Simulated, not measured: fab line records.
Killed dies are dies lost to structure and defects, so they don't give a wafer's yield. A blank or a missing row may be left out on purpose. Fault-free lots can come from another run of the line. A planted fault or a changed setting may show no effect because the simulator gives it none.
One fault seen from 2 desks / flow sky130 / each desk has only its own numbers; what lay behind them comes last

## THE METROLOGY DESK
What the gauges read for every lot (on any tool): the sampled wafers with a number, averaged. If a lot's mean is further than 4 standard deviations from the usual mean, the lot is out of limits and carries the mark OUT (the distance appears in the brackets).
Columns: A = CAPM_CVD_00_THK at SKY_CAPM_THK_MEAS_01, usual 15.38 nm
lot=L940; first seen here=day 37 00:38; A=15.51
lot=L944; first seen here=day 38 22:10; A=15.46
lot=L946; first seen here=day 39 03:35; A=15.59
lot=L947; first seen here=day 39 07:39; A=15.23
lot=L948; first seen here=day 39 17:05; A=15.04
lot=L949; first seen here=day 40 04:23; A=15.30
lot=L950; first seen here=day 40 07:31; A=15.46
lot=L953; first seen here=day 41 16:22; A=15.73
lot=L955; first seen here=day 41 20:46; A=15.53
lot=L957; first seen here=day 42 01:52; A=15.48
This desk found nothing out of limits on any of the 10 lots.

## DESK OF THE TOOL OWNER: rie_diel-04
The tool's own readings at SKY_VIA3_ETCH_14 (etches BARC in N2/H2, stops on SiO2, time 45.9 s, target depth 60 nm): means of the sampled wafers that have a number, for each lot that ran on this tool. If a lot's mean is further than 4 standard deviations from the usual mean, the lot is out of limits and carries the mark OUT (the distance appears in the brackets).
Columns: A = bias_w at SKY_VIA3_ETCH_14, usual 99.99 W; B = drypump_motor_current_A at SKY_VIA3_ETCH_14, usual 5.7 A; C = h2_flow_sccm at SKY_VIA3_ETCH_14, usual 200.0 sccm; D = oes_product_au at SKY_VIA3_ETCH_14, usual 0.856 a.u.; E = throttle_valve_pct at SKY_VIA3_ETCH_14, usual 13.225 %
lot=L940; first seen here=day 40 06:13; A=99.98; B=5.0; C=199.9; D=0.857; E=13.227
lot=L946; first seen here=day 42 07:07; A=100.27; B=5.7; C=200.0; D=0.854; E=13.219
lot=L947; first seen here=day 42 13:01; A=99.97; B=5.0; C=200.2; D=0.859; E=13.223
lot=L948; first seen here=day 42 19:52; A=99.76; B=5.2; C=200.4; D=0.862; E=13.235
lot=L950; first seen here=day 43 08:10; A=100.28; B=5.7; C=199.5; D=0.857; E=13.228
lot=L957; first seen here=day 45 00:46; A=100.23; B=5.6; C=199.6; D=0.833 (-4.7) OUT; E=13.217
This desk's finding: out of limits on L957; first on L957, day 45 00:46 (oes_product_au at SKY_VIA3_ETCH_14). In limits: L940, L946, L947, L948, L950.

## BROUGHT TOGETHER
An alarm could have come from the tool owner's desk at day 45 00:46, on L957.
Nothing out of limits was seen by the metrology desk.
The metrology desk has L957 on record, within its limits.
Of the lots named, all ran SKY_VIA3_ETCH_14 on rie_diel-04.

## WHAT WAS PUT IN BY THE SIMULATOR
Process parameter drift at SKY_VIA3_ETCH_14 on rie_diel-04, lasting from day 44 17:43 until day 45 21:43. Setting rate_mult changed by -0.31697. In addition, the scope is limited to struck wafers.
Struck lots among those shown: L957.
Hours from the fault's start to each desk's first reading out of limits: the tool owner's desk, 7.
